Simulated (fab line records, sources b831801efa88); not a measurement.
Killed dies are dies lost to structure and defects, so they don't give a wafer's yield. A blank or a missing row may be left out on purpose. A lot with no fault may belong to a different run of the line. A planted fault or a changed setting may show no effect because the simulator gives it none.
fab line records ; flow sky130 ; part 1 of 2: steps 1 to 29 of 42
record: lots: 5; wafers: 15; last_day: 50
route steps=708 shown VIA2@525 METAL3@532 CAPM@537
lots with no fault: from the same line, run without faults
start_h: the number of hours between the record's first day and the start of the first shown wafer of the lot ; wait_h: hours elapsed since this lot's preceding step ; " repeats the value in the row above ; L1.1+2: one row covering several wafers at once ; - no value present, or no start provided ; * or withheld: withheld ; < > ~ a bound
route shown NAME@n: a module of which the file shows steps, and the number in the route of the first ; usual: mean/standard deviation of fault-free wafers ; same: alike in all rows ; chamber/n: place in a boat ; sites: per-site readings ; _std_site: standard deviation across them ; _edge_site: the outer-site mean with the inner-site mean subtracted ; radius_mm: how far each site lies from the wafer's centre ; mask NAME#n: copy n ; behind: the last tool/chamber to shape the wafer ; hold: reason for holding the lot/hours on hold/outcome of the hold ; device: transistor that didn't switch, given as n, p or np ; end of line: the route-end tests of the same wafers ; for a step that has no rows: nothing shown but its recipe ; killed: at the first sort, the dies lost to defects and structure; wafer yield is something else ; map: dies across one wafer; x = killed, . = not, _ = none there
set.NAME: the run value of the setting; set.NAME@STEP: its run value at that earlier step ; model.NAME: the simulator's own value behind a step, which no gauge read
lots seen at some steps along the route; tables by step, rows by wafer
services: the hour from which a tool's chamber was out of use, counted from the record's first day as start_h (under 0 if before that day), plus the number of hours and why
== steps ==
step: SKY_VIA2_CLEAN_18
recipe: chemistry: IPA; time_s: 180; temp_c: 25
lot.wafer;tool;chamber;start_h;wait_h
L074.1+4+6;wet_bench-03;3;838.32;0.0
L088.1+2+3;wet_bench-04;2;943.23;0.0
L093.1+4+5;wet_bench-04;1;981.00;0.0
L096.1+2+4;wet_bench-04;3;997.82;0.0
L097.2+4+6;wet_bench-04;3;998.67;0.0
step: SKY_VIA2_CLEAN_19
recipe: chemistry: O3/DIW; dry: n2_spin
lot.wafer;tool;chamber;start_h;wait_h
L074.1+4+6;wet_bench-04;0;838.38;0.0
L088.1+2+3;wet_bench-04;2;943.29;0.0
L093.1+4+5;wet_bench-01;1;981.06;0.0
L096.1+2+4;wet_bench-01;0;997.88;0.0
L097.2+4+6;wet_bench-03;0;998.73;0.0
step: SKY_VIA2_SPUTTER_20
recipe: material: TiN; target_thk_nm: 20; chamber_pressure_pa: 5; power_w: 4000; time_s: 80
usual: throttle_valve_pct: 30.0/1
lot.wafer;tool;chamber;start_h;wait_h;throttle_valve_pct
L074.1;pvd_sputter-02;-;838.47;0.0;28.5
L074.4;pvd_sputter-02;-;838.47;0.0;29.9
L074.6;pvd_sputter-02;-;838.47;0.0;29.2
L088.1;pvd_sputter-01;-;943.38;0.0;30.3
L088.2;pvd_sputter-01;-;943.38;0.0;30.4
L088.3;pvd_sputter-01;-;943.38;0.0;29.9
L093.1;pvd_sputter-03;-;981.15;0.0;29.9
L093.4;pvd_sputter-03;-;981.15;0.0;30.5
L093.5;pvd_sputter-03;-;981.15;0.0;31.3
L096.1;pvd_sputter-01;-;997.97;0.0;30.2
L096.2;pvd_sputter-01;-;997.97;0.0;30.8
L096.4;pvd_sputter-01;-;997.97;0.0;30.4
L097.2;pvd_sputter-03;-;998.82;0.0;30.5
L097.4;pvd_sputter-03;-;998.82;0.0;30.1
L097.6;pvd_sputter-03;-;998.82;0.0;28.0
step: SKY_VIA2_CVD_21
recipe: material: W; target_thk_nm: 420; time_s: 126.4; temp_c: 400; pressure_torr: 40
usual: heater_power_w: 884/90
lot.wafer;tool;chamber;start_h;wait_h;heater_power_w
L074.1;cvd_w-01;0;838.53;0.0;795
L074.4;cvd_w-01;1;838.53;0.0;906
L074.6;cvd_w-01;0;838.53;0.0;782
L088.1;cvd_w-02;1;943.44;0.0;1033
L088.2;cvd_w-02;0;943.44;0.0;876
L088.3;cvd_w-02;0;943.44;0.0;867
L093.1;cvd_w-02;1;981.21;0.0;1027
L093.4;cvd_w-02;0;981.21;0.0;882
L093.5;cvd_w-02;0;981.21;0.0;867
L096.1;cvd_w-01;1;998.03;0.0;856
L096.2;cvd_w-01;0;998.03;0.0;783
L096.4;cvd_w-01;1;998.03;0.0;886
L097.2;cvd_w-02;1;998.89;0.0;1012
L097.4;cvd_w-02;0;998.89;0.0;905
L097.6;cvd_w-02;0;998.89;0.0;880
step: SKY_VIA2_RS_MEAS_22
recipe: thk_meas_gauge: four-point-probe; reads: W_of_VIA2_CVD_21+TiN_of_VIA2_SPUTTER_20
usual: VIA2_W_RS: 0.272/0.0052
lot.wafer;tool;chamber;start_h;wait_h;VIA2_W_RS[ohm/sq]
L074.1;film_metro-01;-;838.66;0.1;0.277
L074.4;film_metro-01;-;838.66;0.1;0.274
L074.6;film_metro-01;-;838.66;0.1;0.274
L088.1;film_metro-02;-;943.57;0.1;0.269
L088.2;film_metro-02;-;943.57;0.1;0.265
L088.3;film_metro-02;-;943.57;0.1;0.265
L093.1;film_metro-02;-;981.34;0.1;0.268
L093.4;film_metro-02;-;981.34;0.1;0.265
L093.5;film_metro-02;-;981.34;0.1;0.262
L096.1;film_metro-01;-;998.16;0.1;0.279
L096.2;film_metro-01;-;998.16;0.1;0.276
L096.4;film_metro-01;-;998.16;0.1;0.277
L097.2;film_metro-02;-;999.04;0.1;0.268
L097.4;film_metro-02;-;999.04;0.1;0.263
L097.6;film_metro-02;-;999.04;0.1;0.266
step: SKY_VIA2_THK_MEAS_23
recipe: thk_meas_gauge: xrf; reads: W_of_VIA2_CVD_21
usual: VIA2_W_THK: 416/8.6
lot.wafer;tool;chamber;start_h;wait_h;VIA2_W_THK[nm]
L074.1;film_metro-01;-;838.78;0.1;408
L074.4;film_metro-01;-;838.78;0.1;413
L074.6;film_metro-01;-;838.78;0.1;413
L088.1;film_metro-02;-;943.69;0.1;418
L088.2;film_metro-02;-;943.69;0.1;423
L088.3;film_metro-02;-;943.69;0.1;423
L093.1;film_metro-02;-;981.46;0.1;421
L093.4;film_metro-02;-;981.46;0.1;430
L093.5;film_metro-02;-;981.46;0.1;432
L096.1;film_metro-01;-;998.28;0.1;403
L096.2;film_metro-01;-;998.28;0.1;409
L096.4;film_metro-01;-;998.28;0.1;411
L097.2;film_metro-02;-;999.15;0.1;422
L097.4;film_metro-02;-;999.15;0.1;426
L097.6;film_metro-02;-;999.15;0.1;425
step: SKY_VIA2_CMP_24
recipe: stop_on: SiO2; t_overpolish_s: 20; down_force_psi: 3.5; platen_rpm: 60; target_thk_nm: 0; pad_velocity_m_s: 0.94248
usual: motor_current_A: 10.8/1.3; overpolish_run_s: 20.000/0.0091; slurry_filter_dp_kPa: 13.49/0.15; time_to_endpoint_s: 102/5.5
lot.wafer;tool;chamber;start_h;wait_h;motor_current_A;overpolish_run_s;slurry_filter_dp_kPa;time_to_endpoint_s
L074.1;cmp-02;0;838.84;0.1;9.6;20.000;13.24;105
L074.4;cmp-02;3;838.84;0.1;10.7;19.995;13.63;98
L074.6;cmp-02;0;838.84;0.1;10.0;20.003;13.52;105
L088.3;cmp-01;3;943.75;0.0;9.9;19.983;13.54;95
L088.2;cmp-01;1;943.75;0.0;11.0;19.990;13.59;103
L088.1;cmp-01;2;943.75;0.0;12.3;20.011;13.52;96
L093.1;cmp-02;0;981.52;0.1;10.5;20.013;13.64;110
L093.4;cmp-02;2;981.52;0.1;11.2;20.004;13.60;112
L093.5;cmp-02;1;981.52;0.1;8.7;20.010;13.61;103
L096.2;cmp-01;2;998.39;0.1;12.1;19.993;13.62;98
L096.4;cmp-01;3;998.39;0.1;10.3;20.011;13.44;98
L096.1;cmp-01;0;998.39;0.1;12.2;20.003;13.46;101
L097.4;cmp-01;0;999.20;0.0;12.6;19.997;13.51;107
L097.2;cmp-01;3;999.20;0.0;10.5;20.008;13.23;97
L097.6;cmp-01;0;999.20;0.0;12.4;19.996;13.60;105
step: SKY_METAL3_SPUTTER_00
recipe: material: Ti; target_thk_nm: 15; power_w: 3000; time_s: 10; chamber_pressure_pa: 0.4
usual: throttle_valve_pct: 30.0/0.7
lot.wafer;tool;chamber;start_h;wait_h;throttle_valve_pct
L074.1;pvd_sputter-02;-;839.14;0.2;29.8
L074.4;pvd_sputter-02;-;839.14;0.2;28.3
L074.6;pvd_sputter-02;-;839.14;0.2;28.3
L088.1;pvd_sputter-04;-;944.05;0.1;29.4
L088.2;pvd_sputter-04;-;944.05;0.1;29.3
L088.3;pvd_sputter-04;-;944.05;0.1;30.1
L093.1;pvd_sputter-04;-;981.82;0.2;29.5
L093.4;pvd_sputter-04;-;981.82;0.2;29.3
L093.5;pvd_sputter-04;-;981.82;0.2;30.3
L096.1;pvd_sputter-01;-;998.64;0.1;30.4
L096.2;pvd_sputter-01;-;998.64;0.1;30.6
L096.4;pvd_sputter-01;-;998.64;0.1;29.8
L097.2;pvd_sputter-04;-;999.50;0.1;29.5
L097.4;pvd_sputter-04;-;999.50;0.1;29.7
L097.6;pvd_sputter-04;-;999.50;0.1;29.7
step: SKY_METAL3_SPUTTER_01
recipe: material: TiN; target_thk_nm: 20; power_w: 6500; time_s: 16.7; chamber_pressure_pa: 0.4
usual: throttle_valve_pct: 30.0/0.72
lot.wafer;tool;chamber;start_h;wait_h;throttle_valve_pct
L074.1;pvd_sputter-02;-;839.16;0.0;29.8
L074.4;pvd_sputter-02;-;839.16;0.0;28.1
L074.6;pvd_sputter-02;-;839.16;0.0;28.6
L088.1;pvd_sputter-04;-;944.07;0.0;29.3
L088.2;pvd_sputter-04;-;944.07;0.0;29.4
L088.3;pvd_sputter-04;-;944.07;0.0;29.9
L093.1;pvd_sputter-04;-;981.84;0.0;29.4
L093.4;pvd_sputter-04;-;981.84;0.0;29.4
L093.5;pvd_sputter-04;-;981.84;0.0;30.3
L096.1;pvd_sputter-01;-;998.67;0.0;30.2
L096.2;pvd_sputter-01;-;998.67;0.0;30.7
L096.4;pvd_sputter-01;-;998.67;0.0;29.9
L097.2;pvd_sputter-04;-;999.52;0.0;29.2
L097.4;pvd_sputter-04;-;999.52;0.0;29.9
L097.6;pvd_sputter-04;-;999.52;0.0;29.8
step: SKY_METAL3_SPUTTER_02
recipe: material: AlCu; target_thk_nm: 735; power_w: 10600; time_s: 39.1; chamber_pressure_pa: 0.4
usual: throttle_valve_pct: 30.0/0.71
lot.wafer;tool;chamber;start_h;wait_h;throttle_valve_pct
L074.1;pvd_sputter-02;-;839.19;0.0;29.8
L074.4;pvd_sputter-02;-;839.19;0.0;28.2
L074.6;pvd_sputter-02;-;839.19;0.0;28.5
L088.1;pvd_sputter-04;-;944.10;0.0;29.5
L088.2;pvd_sputter-04;-;944.10;0.0;29.6
L088.3;pvd_sputter-04;-;944.10;0.0;29.8
L093.1;pvd_sputter-04;-;981.87;0.0;29.4
L093.4;pvd_sputter-04;-;981.87;0.0;29.4
L093.5;pvd_sputter-04;-;981.87;0.0;30.4
L096.1;pvd_sputter-01;-;998.69;0.0;30.2
L096.2;pvd_sputter-01;-;998.69;0.0;30.5
L096.4;pvd_sputter-01;-;998.69;0.0;29.6
L097.2;pvd_sputter-04;-;999.54;0.0;29.3
L097.4;pvd_sputter-04;-;999.54;0.0;29.8
L097.6;pvd_sputter-04;-;999.54;0.0;29.9
step: SKY_METAL3_SPUTTER_03
recipe: material: Ti; target_thk_nm: 5; power_w: 3000; time_s: 3.3; chamber_pressure_pa: 0.4
usual: throttle_valve_pct: 30.0/0.7
lot.wafer;tool;chamber;start_h;wait_h;throttle_valve_pct
L074.1;pvd_sputter-02;-;839.23;0.0;30.0
L074.4;pvd_sputter-02;-;839.23;0.0;28.2
L074.6;pvd_sputter-02;-;839.23;0.0;28.4
L088.1;pvd_sputter-04;-;944.14;0.0;29.8
L088.2;pvd_sputter-04;-;944.14;0.0;29.5
L088.3;pvd_sputter-04;-;944.14;0.0;29.9
L093.1;pvd_sputter-04;-;981.91;0.0;29.5
L093.4;pvd_sputter-04;-;981.91;0.0;29.4
L093.5;pvd_sputter-04;-;981.91;0.0;30.5
L096.1;pvd_sputter-01;-;998.73;0.0;30.5
L096.2;pvd_sputter-01;-;998.73;0.0;30.4
L096.4;pvd_sputter-01;-;998.73;0.0;29.8
L097.2;pvd_sputter-04;-;999.58;0.0;29.4
L097.4;pvd_sputter-04;-;999.58;0.0;30.0
L097.6;pvd_sputter-04;-;999.58;0.0;29.8
step: SKY_METAL3_SPUTTER_04
recipe: material: TiN; target_thk_nm: 70; power_w: 6500; time_s: 58.3; chamber_pressure_pa: 0.4
usual: throttle_valve_pct: 30.0/0.69
lot.wafer;tool;chamber;start_h;wait_h;throttle_valve_pct
L074.1;pvd_sputter-02;-;839.24;0.0;29.8
L074.4;pvd_sputter-02;-;839.24;0.0;28.2
L074.6;pvd_sputter-02;-;839.24;0.0;28.3
L088.1;pvd_sputter-04;-;944.15;0.0;29.6
L088.2;pvd_sputter-04;-;944.15;0.0;29.3
L088.3;pvd_sputter-04;-;944.15;0.0;29.9
L093.1;pvd_sputter-04;-;981.93;0.0;29.3
L093.4;pvd_sputter-04;-;981.93;0.0;29.3
L093.5;pvd_sputter-04;-;981.93;0.0;30.5
L096.1;pvd_sputter-01;-;998.75;0.0;30.4
L096.2;pvd_sputter-01;-;998.75;0.0;30.7
L096.4;pvd_sputter-01;-;998.75;0.0;29.8
L097.2;pvd_sputter-04;-;999.60;0.0;29.2
L097.4;pvd_sputter-04;-;999.60;0.0;30.4
L097.6;pvd_sputter-04;-;999.60;0.0;29.9
step: SKY_CAPM_CVD_00
recipe: material: SiO2; target_thk_nm: 15.5; temp_c: 400; time_s: withheld; rf_w: 450
usual: heater_power_w: 761/100
lot.wafer;tool;chamber;start_h;wait_h;heater_power_w
L074.1;pecvd-02;0;839.29;0.0;554
L074.4;pecvd-02;2;839.29;0.0;722
L074.6;pecvd-02;0;839.29;0.0;556
L088.1;pecvd-04;2;944.20;0.0;842
L088.2;pecvd-04;1;944.20;0.0;797
L088.3;pecvd-04;0;944.20;0.0;702
L093.1;pecvd-04;0;981.98;0.0;736
L093.4;pecvd-04;1;981.98;0.0;835
L093.5;pecvd-04;0;981.98;0.0;717
L096.1;pecvd-01;0;998.80;0.0;750
L096.2;pecvd-01;2;998.80;0.0;718
L096.4;pecvd-01;2;998.80;0.0;716
L097.2;pecvd-04;2;999.65;0.0;853
L097.4;pecvd-04;0;999.65;0.0;686
L097.6;pecvd-04;0;999.65;0.0;682
step: SKY_CAPM_THK_MEAS_01
recipe: reads: SiO2_of_CAPM_CVD_00
usual: CAPM_CVD_00_THK: 15.47/0.29
lot.wafer;tool;chamber;start_h;wait_h;CAPM_CVD_00_THK[nm]
L074.1;film_metro-02;-;839.33;-;15.14
L074.4;film_metro-02;-;839.33;-;15.68
L074.6;film_metro-02;-;839.33;-;15.44
L088.1;film_metro-02;-;944.22;-;15.35
L088.2;film_metro-02;-;944.22;-;14.83
L088.3;film_metro-02;-;944.22;-;15.38
L093.1;film_metro-03;-;982.00;-;15.19
L093.4;film_metro-03;-;982.00;-;15.40
L093.5;film_metro-03;-;982.00;-;15.53
L096.1;film_metro-03;-;998.82;-;15.85
L096.2;film_metro-03;-;998.82;-;15.54
L096.4;film_metro-03;-;998.82;-;15.72
L097.2;film_metro-03;-;999.69;-;15.12
L097.4;film_metro-03;-;999.69;-;15.33
L097.6;film_metro-03;-;999.69;-;15.47
step: SKY_CAPM_SPUTTER_02
recipe: material: TiN; target_thk_nm: 200; temp_c: 300; power_w: 6500; time_s: 166.7; chamber_pressure_pa: 0.4
usual: throttle_valve_pct: 30.0/0.87
lot.wafer;tool;chamber;start_h;wait_h;throttle_valve_pct
L074.1;pvd_sputter-04;-;839.39;0.1;30.7
L074.4;pvd_sputter-04;-;839.39;0.1;29.9
L074.6;pvd_sputter-04;-;839.39;0.1;30.7
L088.1;pvd_sputter-01;-;944.28;0.1;30.6
L088.2;pvd_sputter-01;-;944.28;0.1;29.6
L088.3;pvd_sputter-01;-;944.28;0.1;30.1
L093.1;pvd_sputter-01;-;982.06;0.1;30.7
L093.4;pvd_sputter-01;-;982.06;0.1;29.9
L093.5;pvd_sputter-01;-;982.06;0.1;30.1
L096.1;pvd_sputter-04;-;998.88;0.1;30.4
L096.2;pvd_sputter-04;-;998.88;0.1;29.6
L096.4;pvd_sputter-04;-;998.88;0.1;29.4
L097.2;pvd_sputter-01;-;999.74;0.0;29.6
L097.4;pvd_sputter-01;-;999.74;0.0;30.8
L097.6;pvd_sputter-01;-;999.74;0.0;30.0
step: SKY_CAPM_RS_MEAS_03
recipe: thk_meas_gauge: four-point-probe; reads: TiN_of_CAPM_SPUTTER_02
usual: CAPM_TIN_RS: 6.87/0.1
lot.wafer;tool;chamber;start_h;wait_h;CAPM_TIN_RS[ohm/sq]
L074.1;film_metro-01;-;839.50;0.1;7.02
L074.4;film_metro-01;-;839.50;0.1;6.95
L074.6;film_metro-01;-;839.50;0.1;7.05
L088.1;film_metro-01;-;944.39;0.1;6.89
L088.2;film_metro-01;-;944.39;0.1;6.68
L088.3;film_metro-01;-;944.39;0.1;6.75
L093.1;film_metro-02;-;982.17;0.1;7.08
L093.4;film_metro-02;-;982.17;0.1;6.82
L093.5;film_metro-02;-;982.17;0.1;6.86
L096.1;film_metro-01;-;998.99;0.1;7.00
L096.2;film_metro-01;-;998.99;0.1;6.96
L096.4;film_metro-01;-;998.99;0.1;6.90
L097.2;film_metro-03;-;999.87;0.1;6.70
L097.4;film_metro-03;-;999.87;0.1;6.95
L097.6;film_metro-03;-;999.87;0.1;6.73
step: SKY_CAPM_THK_MEAS_04
recipe: thk_meas_gauge: xrf; reads: TiN_of_CAPM_SPUTTER_02
usual: CAPM_TIN_THK: 204.0/3
lot.wafer;tool;chamber;start_h;wait_h;CAPM_TIN_THK[nm]
L074.1;film_metro-01;-;839.62;0.1;199.6
L074.4;film_metro-01;-;839.62;0.1;201.7
L074.6;film_metro-01;-;839.62;0.1;199.8
L088.1;film_metro-01;-;944.51;0.1;204.5
L088.2;film_metro-01;-;944.51;0.1;210.2
L088.3;film_metro-01;-;944.51;0.1;207.7
L093.1;film_metro-02;-;982.29;0.1;197.8
L093.4;film_metro-02;-;982.29;0.1;205.6
L093.5;film_metro-02;-;982.29;0.1;203.4
L096.1;film_metro-01;-;999.11;0.1;199.5
L096.2;film_metro-01;-;999.11;0.1;201.3
L096.4;film_metro-01;-;999.11;0.1;202.8
L097.2;film_metro-03;-;999.98;0.1;209.5
L097.4;film_metro-03;-;999.98;0.1;202.3
L097.6;film_metro-03;-;999.98;0.1;207.2
step: SKY_CAPM_DEHYDRATE_05
recipe: temp_c: 200; time_s: 60
lot.wafer;tool;chamber;start_h;wait_h
L074.1+4+6;litho_track-01;0;851.20;11.6
L088.1+2+3;litho_track-01;0;954.65;10.1
L093.1+4+5;litho_track-02;0;994.17;11.9
L096.1+2+4;litho_track-01;0;1009.35;10.2
L097.2+4+6;litho_track-04;0;1011.34;11.3
step: SKY_CAPM_HMDS_06
recipe: prime_time_s: 60; prime_temp_c: 120
lot.wafer;tool;chamber;start_h;wait_h
L074.1+4+6;litho_track-01;0;851.35;0.1
L088.1+2+3;litho_track-01;0;954.80;0.1
L093.1+4+5;litho_track-02;0;994.32;0.1
L096.1+2+4;litho_track-01;0;1009.50;0.1
L097.2+4+6;litho_track-04;0;1011.49;0.1
step: SKY_CAPM_COAT_07
recipe: resist: NOVOLAK; spin_rpm: 3000; resist_thk_nm: 1140
lot.wafer;tool;chamber;start_h;wait_h
L074.1+4+6;litho_track-01;0;851.50;0.1
L088.1+2+3;litho_track-01;0;954.95;0.1
L093.1+4+5;litho_track-02;0;994.47;0.1
L096.1+2+4;litho_track-01;0;1009.65;0.1
L097.2+4+6;litho_track-04;0;1011.64;0.1
step: SKY_CAPM_SOFTBAKE_08
recipe: temp_c: 90; time_s: 60; resist: NOVOLAK
lot.wafer;tool;chamber;start_h;wait_h
L074.1+4+6;litho_track-01;0;851.65;0.1
L088.1+2+3;litho_track-01;0;955.10;0.1
L093.1+4+5;litho_track-02;0;994.62;0.1
L096.1+2+4;litho_track-01;0;1009.80;0.1
L097.2+4+6;litho_track-04;0;1011.79;0.1
step: SKY_CAPM_EXPOSE_09
recipe: mask_id: CAPM; na: 0.6; source_shape: conventional; sigma_outer: 0.6; polarization: unpolarized; target_cd_nm: 1000; dose_mj: 159
lot.wafer;tool;chamber;start_h;wait_h;mask
L074.1+4+6;iline_stepper-01;0;-;-;CAPM#0
L088.1+2+3;iline_stepper-01;0;-;-;CAPM#0
L093.1+4+5;iline_stepper-02;0;-;-;CAPM#0
L096.1+2+4;iline_stepper-01;0;-;-;CAPM#0
L097.2+4+6;iline_stepper-01;0;-;-;CAPM#0
step: SKY_CAPM_PEB_10
recipe: temp_c: withheld; time_s: *; resist: NOVOLAK
lot.wafer;tool;chamber;start_h;wait_h
L074.1+4+6;litho_track-04;0;-;-
L088.1+2+3;litho_track-02;0;-;-
L093.1+4+5;litho_track-04;0;-;-
L096.1+2+4;litho_track-04;0;-;-
L097.2+4+6;litho_track-04;0;-;-
step: SKY_CAPM_DEVELOP_11
recipe: resist: NOVOLAK; developer: TMAH; develop_time_s: 60; dev_temp_c: 23
same: develop_time_s: 60
lot.wafer;tool;chamber;start_h;wait_h
L074.1+4+6;litho_track-04;0;864.97;0.1
L088.1+2+3;litho_track-02;0;967.97;0.1
L093.1+4+5;litho_track-04;0;1004.32;0.1
L096.1+2+4;litho_track-04;0;1021.12;0.1
L097.2+4+6;litho_track-04;0;1022.39;0.1
step: SKY_CAPM_OVL_MEAS_12
usual: CAPM_OVL: 1.0/1.4
lot.wafer;tool;chamber;start_h;wait_h;CAPM_OVL[nm]
L074.1;overlay-01;-;865.12;0.1;0.6
L074.4;overlay-01;-;865.12;0.1;2.9
L074.6;overlay-01;-;865.12;0.1;2.7
L088.1;overlay-02;-;968.12;0.1;-0.4
L088.2;overlay-02;-;968.12;0.1;0.0
L088.3;overlay-02;-;968.12;0.1;0.2
L093.1;overlay-01;-;1004.47;0.1;0.5
L093.4;overlay-01;-;1004.47;0.1;0.9
L093.5;overlay-01;-;1004.47;0.1;1.2
L096.1;overlay-01;-;1021.27;0.1;0.9
L096.2;overlay-01;-;1021.27;0.1;2.6
L096.4;overlay-01;-;1021.27;0.1;1.8
L097.2;overlay-01;-;1022.52;0.1;1.4
L097.4;overlay-01;-;1022.52;0.1;1.7
L097.6;overlay-01;-;1022.52;0.1;0.5
step: SKY_CAPM_METAL_ETCH_13
recipe: target_depth_nm: 220; stop_on: SiO2; chemistry: Cl2/BCl3; target: TiN; pressure_mtorr: 10; icp_w: 900; bias_w: 48.5; Cl2_flow_sccm: 60; bcl3_flow_sccm: 30; time_s: 62.9
usual: drypump_motor_current_A: 6.1/0.37; he_backside_leak_sccm: 3.31/0.22; mfc_cl2_sccm: 59.99/0.16; oes_product_au: 0.944/0.0096; throttle_valve_pct: 21.899/0.011
lot.wafer;tool;chamber;start_h;wait_h;drypump_motor_current_A;he_backside_leak_sccm;mfc_cl2_sccm;oes_product_au;rf_hours_counter_h;throttle_valve_pct
L074.1;rie_metal-02;0;865.15;0.0;5.7;2.90;60.12;0.933;5;21.904
L074.4;rie_metal-02;1;865.15;0.0;5.6;3.34;59.91;0.928;-;21.905
L074.6;rie_metal-02;0;865.15;0.0;5.7;3.07;60.04;0.936;-;21.909
L088.1;rie_metal-02;0;968.16;0.0;5.7;2.94;59.84;0.946;6;21.889
L088.2;rie_metal-02;1;968.16;0.0;5.6;3.52;59.97;0.960;20;21.895
L088.3;rie_metal-02;1;968.16;0.0;5.6;3.47;59.90;0.964;-;21.892
L093.1;rie_metal-01;0;1004.50;0.0;6.0;3.35;59.98;0.929;13;21.906
L093.4;rie_metal-01;0;1004.50;0.0;6.0;3.42;59.84;0.948;-;21.902
L093.5;rie_metal-01;1;1004.50;0.0;6.6;3.14;59.97;0.943;-;21.904
L096.1;rie_metal-01;0;1021.30;0.0;5.9;3.37;60.19;0.934;14;21.912
L096.2;rie_metal-01;1;1021.30;0.0;6.6;3.03;60.40;0.932;25;21.908
L096.4;rie_metal-01;0;1021.30;0.0;6.0;3.32;59.90;0.948;-;21.910
L097.2;rie_metal-01;1;1022.55;0.0;6.6;3.15;59.97;0.963;25;21.880
L097.4;rie_metal-01;1;1022.55;0.0;6.6;3.20;59.75;0.942;-;21.916
L097.6;rie_metal-01;0;1022.55;0.0;6.0;3.41;59.93;0.960;-;21.889
step: SKY_CAPM_STRIP_14
recipe: chemistry: O2/N2; power_w: 1400; pressure_mtorr: 1500; platen_temp_c: withheld; o2_flow_sccm: 3000; n2_flow_sccm: 300; overash_fraction: 0.5
usual: drypump_motor_current_A: 5.8/0.59; oes_product_au: 0.711/0.0046; strip_time_to_endpoint_s: 12.67/0.054
lot.wafer;tool;chamber;start_h;wait_h;drypump_motor_current_A;oes_product_au;rf_hours_counter_h;strip_time_to_endpoint_s
L074.1;plasma_asher-03;1;865.23;0.1;5.8;0.719;10;12.65
L074.4;plasma_asher-03;0;865.23;0.1;6.1;0.713;-;12.67
L074.6;plasma_asher-03;1;865.23;0.1;5.8;0.711;-;12.62
L088.1;plasma_asher-04;1;968.24;0.1;5.0;0.715;110;12.70
L088.2;plasma_asher-04;0;968.24;0.1;6.7;0.710;110;12.72
L088.3;plasma_asher-04;0;968.24;0.1;6.7;0.715;-;12.72
L093.1;plasma_asher-04;0;1004.58;0.1;6.7;0.714;114;12.74
L093.4;plasma_asher-04;0;1004.58;0.1;6.7;0.709;-;12.75
L093.5;plasma_asher-04;0;1004.58;0.1;6.7;0.712;-;12.63
L096.1;plasma_asher-01;0;1021.38;0.1;6.0;0.715;93;12.69
L096.2;plasma_asher-01;1;1021.38;0.1;5.3;0.713;93;12.66
L096.4;plasma_asher-01;0;1021.38;0.1;6.0;0.703;-;12.71
L097.2;plasma_asher-04;1;1022.63;0.1;5.0;0.701;115;12.59
L097.4;plasma_asher-04;0;1022.63;0.1;6.6;0.710;-;12.58
L097.6;plasma_asher-04;0;1022.63;0.1;6.7;0.708;-;12.67
step: SKY_CAPM_STRIP_15
recipe: chemistry: post_etch_residue_remover; time_s: 1200; temp_c: 72.5
lot.wafer;tool;chamber;start_h;wait_h
L074.1+4+6;wet_bench-01;1;865.33;0.1
L088.1+2+3;wet_bench-02;2;968.34;0.1
L093.1+4+5;wet_bench-01;3;1004.68;0.1
L096.1+2+4;wet_bench-04;0;1021.48;0.1
L097.2+4+6;wet_bench-02;2;1022.73;0.1
step: SKY_CAPM_CLEAN_16
recipe: chemistry: IPA; time_s: 180; temp_c: 25
lot.wafer;tool;chamber;start_h;wait_h
L074.1+4+6;wet_bench-01;0;865.70;0.0
L088.1+2+3;wet_bench-02;2;968.71;0.0
L093.1+4+5;wet_bench-02;2;1005.02;0.0
L096.1+2+4;wet_bench-01;2;1021.82;0.0
L097.2+4+6;wet_bench-04;0;1023.41;0.0
